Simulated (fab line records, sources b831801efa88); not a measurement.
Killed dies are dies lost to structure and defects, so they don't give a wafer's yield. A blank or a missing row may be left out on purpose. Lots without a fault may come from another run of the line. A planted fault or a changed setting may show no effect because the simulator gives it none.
Which tool did it? | flow sky130 | 13 lots, 39 wafers sampled, at 1 step of a route of 708

WHAT THE GAUGES READ, wafer by wafer
SKY_LOCAL_INTERCONNECT_THK_MEAS_02: measures by xrf.
lot  | measured     | on            | LOCAL_INTERCONNECT_TIN_THK (nm)
L507 | day 28 20:10 | film_metro-02 | 99.7 97.5 99.9
L508 | day 29 01:53 | film_metro-03 | 97.5 98.2 99.5
L509 | day 29 13:37 | film_metro-02 | 98.9 99.9 99.5
L510 | day 29 20:56 | film_metro-02 | 99.5 99.7 99.1
L512 | day 30 15:09 | film_metro-02 | 98.4 100.1 100.2
L513 | day 31 00:08 | film_metro-02 | 100.5 101.6 98.3
L515 | day 32 13:14 | film_metro-02 | 100.3 99.5 99.8
L518 | day 32 21:04 | film_metro-02 | 99.8 99.4 98.2
L517 | day 33 03:49 | film_metro-03 | 100.7 100.1 99.9
L516 | day 33 05:26 | film_metro-04 | 100.4 100.1 99.0
L523 | day 34 12:28 | film_metro-04 | 100.0 100.2 99.4
L525 | day 35 11:08 | film_metro-03 | 98.6 98.1 98.4
L526 | day 35 12:45 | film_metro-04 | 98.2 97.3 98.7

WHICH TOOL RAN EACH LOT (tool, then ch and the chambers of the sampled wafers, then the start)
The record holds no process step before these readings.

WHAT THE TOOLS THEMSELVES READ (means of the sampled wafers that have a number; where no wafer has one, the mark that the record gives instead)
The record holds no such reading with a usual standard deviation.

THE ANSWER, worked out from the rows above alone
Rule: what is usual is taken from the lots themselves. Put in order of their means at a reading, lots are off if they are a third of the lots or fewer, leave a main group of 4 or more, and stand apart from it by a gap of 3 or more times the standard deviation of the main group's means; of several such gaps the widest counts. A main group whose means are all the same, to the digits that the tables above print for the reading, isn't used. A lot without any number at a reading at which 4 lots or more have one is off too. The other lots that the step has rows for count as sound. The gauges are gone through in route order, then the tools' own readings, and for those a lot's mean is taken as printed above. The first step at which some lot is off is used, and at that step the reading that is off furthest; a lot without a number counts as furthest.
No lot is off at any reading shown: from this, nothing can be told.

WHAT THE SIMULATOR HAD PUT IN
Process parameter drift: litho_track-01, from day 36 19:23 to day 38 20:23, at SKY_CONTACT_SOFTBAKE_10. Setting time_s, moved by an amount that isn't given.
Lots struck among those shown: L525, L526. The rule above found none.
